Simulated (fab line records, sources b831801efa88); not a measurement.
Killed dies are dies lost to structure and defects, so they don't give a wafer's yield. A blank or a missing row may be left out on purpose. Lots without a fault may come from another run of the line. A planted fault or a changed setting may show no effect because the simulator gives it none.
One fault seen from 2 desks | flow sky130 | each desk has only its own numbers; what lay behind them comes last

THE METROLOGY DESK
What the gauges read, lot by lot, whatever tool the lot ran on: means of the sampled wafers that have a number. A lot is out of limits, marked OUT, if its mean lies more than 4 standard deviations from the usual mean; the brackets give that distance.
Columns: A = cd_nm at SKY_METAL4_CD_MEAS_13, usual 300.0 nm; B = METAL4_OVL at SKY_METAL4_OVL_MEAS_14, usual 1 nm
lot  | first seen here | A     | B
L889 | day 43 13:46    | 301.4 | 2
L891 | day 43 22:32    | 299.8 | -2
L892 | day 44 07:16    | 298.5 | 0
L893 | day 44 07:59    | 300.6 | 3
L894 | day 44 10:25    | 303.5 | 1
L898 | day 44 10:52    | 299.0 | 8
L897 | day 44 11:10    | 300.7 | -5
L899 | day 44 12:42    | 299.7 | 3
L903 | day 48 23:50    | 299.2 | -7
L907 | day 49 10:28    | 300.8 | 0
L906 | day 49 11:58    | 300.5 | 0
L909 | day 49 12:19    | 301.3 | 7
L910 | day 49 13:52    | 298.0 | 11
This desk's finding: nothing out of limits on any of the 13 lots.

THE TOOL OWNER'S DESK: pvd_sputter-01
The tool's own readings at SKY_METAL3_SPUTTER_02 (material AlCu, target thk 735 nm, time 39.1 s): means of the sampled wafers that have a number, for each lot that ran on this tool. A lot is out of limits, marked OUT, if its mean lies more than 4 standard deviations from the usual mean; the brackets give that distance.
Columns: A = throttle_valve_pct at SKY_METAL3_SPUTTER_02, usual 29.3 %
lot  | first seen here | A
L889 | day 38 01:38    | 28.9
L893 | day 38 21:01    | 28.7
L894 | day 38 23:41    | 29.0
L897 | day 39 01:27    | 28.6
L909 | day 44 23:28    | 28.8
L910 | day 45 01:18    | 28.6
This desk's finding: nothing out of limits on any of the 6 lots.

PUT TOGETHER
The metrology desk saw nothing out of limits.
The tool owner's desk saw nothing out of limits.

WHAT THE SIMULATOR HAD PUT IN
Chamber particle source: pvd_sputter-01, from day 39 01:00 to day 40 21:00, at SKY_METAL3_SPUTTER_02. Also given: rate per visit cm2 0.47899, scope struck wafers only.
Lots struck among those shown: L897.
